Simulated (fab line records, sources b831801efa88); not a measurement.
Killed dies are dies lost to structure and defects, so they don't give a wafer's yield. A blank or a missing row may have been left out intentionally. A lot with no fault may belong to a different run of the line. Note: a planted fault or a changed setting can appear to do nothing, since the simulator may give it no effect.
Shared-tool check | flow sky130 | 11 lots, 33 wafers sampled

== WHY THIS WAS OPENED ==
Of 11 lots, 1 have the reading LDD_LDN_TW flagged at SKY_LDD_LDN_TW_MEAS_13. No-fault wafers: 1472, standard deviation 5.7.
Rule: a lot is flagged when every wafer of it that has a number lies more than 4 standard deviations from that mean, or none has a number. The other lots count as sound.

lot  | measured     | on            | LDD_LDN_TW, wafer by wafer | flag
L973 | day 22 18:26 | film_metro-01 | 1473 1473 1483             |
L974 | day 23 06:28 | film_metro-01 | 1475 1468 1469             |
L976 | day 23 22:25 | film_metro-01 | 1472 1472 1465             |
L978 | day 24 09:30 | film_metro-02 | 1465 1473 1463             |
L981 | day 25 18:00 | film_metro-02 | 1473 1476 1479             |
L982 | day 26 12:54 | film_metro-02 | 1466 1463 1469             |
L983 | day 26 21:32 | film_metro-02 | 1469 1465 1471             |
L984 | day 27 05:55 | film_metro-01 | 1467 1465 1467             |
L986 | day 27 14:44 | film_metro-02 | 30 30 30                   | FLAGGED
L991 | day 29 07:16 | film_metro-02 | 1474 1473 1466             |
L996 | day 30 15:04 | film_metro-04 | 1471 1470 1477             |
Averaged over the flagged lots the numbers come to 30, -1442 from the usual (-99 or more standard deviations).

== EACH LOT AND THE TOOL IT RAN ON ==
2 process steps preceding the reading are held in the record, out of 708 steps in the route. Every cell lists first the tool, next ch and the chambers used by the sampled wafers, and last the start.
lot  | flag    | SKY_LDD_P_STRIP_10                   | SKY_LDD_LDN_EXPOSE_04
L973 |         | plasma_asher-01 ch 0,1, day 18 20:36 | iline_stepper-02 ch 0, day 22 01:55
L974 |         | plasma_asher-03 ch 0,1, day 19 09:29 | iline_stepper-01 ch 0, day 22 15:01
L976 |         | plasma_asher-03 ch 0,1, day 20 02:06 | iline_stepper-01 ch 0, day 23 07:02
L978 |         | plasma_asher-01 ch 0,1, day 20 14:44 | iline_stepper-01 ch 0, day 23 18:22
L981 |         | plasma_asher-03 ch 0,1, day 22 00:08 | iline_stepper-02 ch 0, day 25 03:32
L982 |         | plasma_asher-01 ch 0,1, day 22 18:38 | iline_stepper-01 ch 0, day 25 21:19
L983 |         | plasma_asher-03 ch 0, day 23 05:09   | iline_stepper-01 ch 0, day 26 06:56
L984 |         | plasma_asher-02 ch 0,1, day 23 13:05 | iline_stepper-02 ch 0, day 26 15:31
L986 | FLAGGED | plasma_asher-01 ch 0,1, day 23 21:24 | iline_stepper-01 ch 0, day 26 23:01
L991 |         | plasma_asher-01 ch 0,1, day 25 16:36 | iline_stepper-01 ch 0, day 28 16:52
L996 |         | plasma_asher-01 ch 0, day 27 01:41   | iline_stepper-02 ch 0, day 30 01:05
These steps, and what they do:
- SKY_LDD_P_STRIP_10: strips in O2/N2.
- SKY_LDD_LDN_EXPOSE_04: exposes mask LDNTM, target cd 700 nm.
- SKY_LDD_LDN_TW_MEAS_13

== FLAGGED OVER TOTAL, TOOL BY TOOL (the gauges that took the reading come last) ==
step                   | tool             | lots run | flagged | share of the flagged lots | sound lots run after its first flagged lot
SKY_LDD_P_STRIP_10     | plasma_asher-01  | 6        | 1       | all                       | 2 (L991,L996)
SKY_LDD_P_STRIP_10     | plasma_asher-02  | 1        | 0       | none                      | -
SKY_LDD_P_STRIP_10     | plasma_asher-03  | 4        | 0       | none                      | -
SKY_LDD_LDN_EXPOSE_04  | iline_stepper-01 | 7        | 1       | all                       | 1 (L991)
SKY_LDD_LDN_EXPOSE_04  | iline_stepper-02 | 4        | 0       | none                      | -
SKY_LDD_LDN_TW_MEAS_13 | film_metro-01    | 4        | 0       | none                      | -
SKY_LDD_LDN_TW_MEAS_13 | film_metro-02    | 6        | 1       | all                       | 1 (L991)
SKY_LDD_LDN_TW_MEAS_13 | film_metro-04    | 1        | 0       | none                      | -

== WHAT THE TABLE ALLOWS ==
Rows of the table that ran every flagged lot, 3 in all: plasma_asher-01 at SKY_LDD_P_STRIP_10, iline_stepper-01 at SKY_LDD_LDN_EXPOSE_04, film_metro-02 at SKY_LDD_LDN_TW_MEAS_13.
- plasma_asher-01 at SKY_LDD_P_STRIP_10: 1 of its 6 lots flagged. Lots that were sound ran on it after the first flagged one (L991, L996); a persistent fault on the entire tool would not allow that.
- iline_stepper-01 at SKY_LDD_LDN_EXPOSE_04: 1 of its 7 lots flagged. Lots that were sound ran on it after the first flagged one (L991); a persistent fault on the entire tool would not allow that.
- film_metro-02 at SKY_LDD_LDN_TW_MEAS_13: 1 of its 6 lots flagged. Lots that were sound ran on it after the first flagged one (L991); a persistent fault on the entire tool would not allow that.
None of the table's rows ran every flagged lot and, after the first, no sound lot.

== WHAT THE SIMULATOR HAD INSERTED ==
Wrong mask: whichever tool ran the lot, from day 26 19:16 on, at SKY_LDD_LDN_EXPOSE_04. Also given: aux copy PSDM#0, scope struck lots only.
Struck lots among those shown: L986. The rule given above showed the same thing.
